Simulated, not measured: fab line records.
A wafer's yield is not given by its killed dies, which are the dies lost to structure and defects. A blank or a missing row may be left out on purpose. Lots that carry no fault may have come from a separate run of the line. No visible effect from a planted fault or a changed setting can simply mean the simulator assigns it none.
Comparing a struck lot with a sound one + flow sky130 + 15 steps out of a route of 708
Sound: these wafers, L455.1, L455.2, L455.6. Wafers struck: L461.1, L461.2, L461.3. At the end, the cause is stated.
Per side, at each step with rows, come the tool, then ch with its chambers, and then its first start. Under that, the readings that differ: sound wafers + struck wafers + difference of the means + sigmas: that difference in standard deviations of wafers without a fault.
alike: readings with means less than 2 such deviations apart, plus words and numbers identical on both sides. not compared: withheld readings, readings lacking a value on some wafer, bounds such as >300 that could conceal the same value, and numbers that have no deviation in the record and whose values overlap.
Wherever a step has rows on one side only, a row that says differs or no value, or a row with sigmas, the two part there. Numbers that don't overlap but have no deviation are shown without sigmas and don't part them. Lack of a reading on every wafer of one side parts them only where that side has two or more wafers.

SKY_LDD_HVP_TW_MEAS_10:
  sound on film metro-01, day 23 18:04; struck on film metro-01, day 25 21:19
  alike: LDD_HVP_TW
then, 7 steps without rows for these wafers: SKY_LDD_LDN_DEHYDRATE_00 (time 60 s); SKY_LDD_LDN_HMDS_01 (prime time 60 s); SKY_LDD_LDN_COAT_02 (resist thk 1140 nm); SKY_LDD_LDN_SOFTBAKE_03 (time 60 s); SKY_LDD_LDN_EXPOSE_04 (exposes mask LDNTM, target cd 700 nm); SKY_LDD_LDN_PEB_05; SKY_LDD_LDN_DEVELOP_06 (develop time 60 s).
SKY_LDD_LDN_OVL_MEAS_07:
  sound on overlay-02, day 24 23:20; struck on overlay-01, day 27 02:26
  alike: LDD_LDN_OVL
then, 3 steps without rows for these wafers: SKY_LDD_LDN_IMPLANT_08; SKY_LDD_LDN_IMPLANT_09; SKY_LDD_LDN_IMPLANT_10.
SKY_LDD_LDN_IMPLANT_11:
  sound on implanter-04 ch 0, day 24 23:49; struck on implanter-04 ch 0, day 27 02:55
| reading                   | sound                | struck               | difference | sigmas      |
|---------------------------|----------------------|----------------------|------------|-------------|
| beam energy keV           | 15.002 15.004 14.999 | 17.426 17.432 17.424 | +2.426     | +99 or more |
| model.implant.rp nm (nm)  | 13.3 13.3 13.3       | 14.19 14.19 14.19    | +0.89      |             |
| model.implant.drp nm (nm) | 5.933 5.933 5.933    | 6.563 6.563 6.563    | +0.630     |             |
  alike: beam on s
SKY_LDD_LDN_STRIP_12: strips in O2/N2.
  sound on plasma asher-01 ch 0,1, day 24 23:58; struck on plasma asher-01 ch 0,1, day 27 03:04
  alike: drypump motor current A, oes product au, strip time to endpoint s
  not compared: rf hours counter h
-- a jump in the record: the struck wafers' starts before and after are 22 days apart (it breaks off in module LDD_LDN and resumes in module PAD_OPEN, where the first step shown is number 708 of the route) --
SKY_PAD_OPEN_PROBE_99:
  sound on prober-02, day 47 03:58; struck on prober-02, day 48 16:49
| reading                         | sound          | struck         | difference | sigmas |
|---------------------------------|----------------|----------------|------------|--------|
| model.etest.tip sonos.rs ohm sq | 2694 2652 2648 | 2531 2558 2528 | -126       |        |
  alike: killed_at_M0_to_M3, killed_at_M4_up, killed at contacts, killed at front end, killed at other, killed dies, killed open, killed short

== WHERE THEY PART ==
Only at SKY_LDD_LDN_IMPLANT_11, as far as this record shows. Later steps at which nothing parts them and some readings are alike: SKY_LDD_LDN_STRIP_12, SKY_PAD_OPEN_PROBE_99.

WHY: whatever the simulator had introduced
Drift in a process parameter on implanter-04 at SKY_LDD_LDN_IMPLANT_11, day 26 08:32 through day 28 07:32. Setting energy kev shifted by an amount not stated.
